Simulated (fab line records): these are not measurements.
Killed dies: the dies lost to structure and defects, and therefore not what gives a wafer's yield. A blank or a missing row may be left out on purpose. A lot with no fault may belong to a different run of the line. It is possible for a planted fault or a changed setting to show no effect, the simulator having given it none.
Comparing a struck lot with a sound one :: flow gf180mcu :: 15 out of 602 route steps
Sound: wafers L383.2, L383.3, L383.6. Struck: wafers L394.1, L394.2, L394.3. The cause comes at the end.
Each step with rows lists, per side, the tool, then ch with its chambers, then its first start. Under that, the readings that differ: sound wafers :: struck wafers :: difference of the means :: sigmas: that difference in standard deviations of wafers without a fault.
alike: readings whose means differ by less than 2 such deviations, and words and numbers that are the same on both sides. not compared: withheld readings, readings that some wafer has no value for, bounds like >300 that may hide the same value, and numbers for which the record gives no deviation and whose values overlap.
A row with sigmas, a row that says differs or no value, or rows on one side alone: a step with any of these is where the two part. Numbers that don't overlap but have no deviation are shown without sigmas and don't part them. A reading that every wafer of one side lacks parts them only if that side has two wafers or more.

GF_DUAL_GATE_STRIP_13: strips in O2/N2.
  sound on plasma-asher-03 ch 0,1, day 9 16:18; struck on plasma-asher-04 ch 0,1, day 13 04:11
  alike: drypump-motor-current-A, heater-power-w, oes-product-au, platen-temp-c, strip-time-to-endpoint-s
  not compared: rf-hours-counter-h
then, 3 steps without rows for these wafers: GF_DUAL_GATE_CLEAN_14 (cleans in SC1/SC2, time 150 s); GF_DUAL_GATE_OXIDATION_15 (stabilise 600 s, purge 300 s, target thk 7.098 nm); GF_POLY_GATE_CVD_00 (deposits poly-Si, target thk 200 nm, time 1200 s).
GF_POLY_GATE_THK_MEAS_01:
  sound on film-metro-02, day 9 19:47; struck on film-metro-01, day 13 07:13
  alike: POLY_GATE_CVD_00_THK
then, 7 steps without rows for these wafers: GF_POLY_GATE_DEHYDRATE_02 (time 60 s); GF_POLY_GATE_HMDS_03 (prime time 60 s); GF_POLY_GATE_COAT_04; GF_POLY_GATE_COAT_05 (resist thk 700 nm); GF_POLY_GATE_SOFTBAKE_06 (time 60 s); GF_POLY_GATE_EXPOSE_07 (exposes mask Poly2, target cd 280 nm); GF_POLY_GATE_PEB_08 (peb time 90 s).
GF_POLY_GATE_DEVELOP_09: develop time 60 s.
  sound on litho-track-02 ch 0, day 10 13:13; struck on litho-track-02 ch 0, day 14 03:02
reading: developer-temp-C (C)
sound: 20.88 20.97 21.11
struck: 20.49 20.27 20.54
difference: -0.55
sigmas: -5
GF_POLY_GATE_CD_MEAS_10: the cd target is 280 nm.
  sound on cd-sem-01, day 10 13:22; struck on cd-sem-01, day 14 03:11
  alike: cd-nm
GF_PASSIVATION_PROBE_99:
  sound wafers here have rows in the record (prober-02, day 30 09:01); struck ones have none

== WHERE THEY PART ==
First at GF_POLY_GATE_DEVELOP_09; last, within this record, at GF_PASSIVATION_PROBE_99.

WHY: what had been put in by the simulator
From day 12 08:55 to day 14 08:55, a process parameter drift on litho-track-02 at GF_POLY_GATE_DEVELOP_09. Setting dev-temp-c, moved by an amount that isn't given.
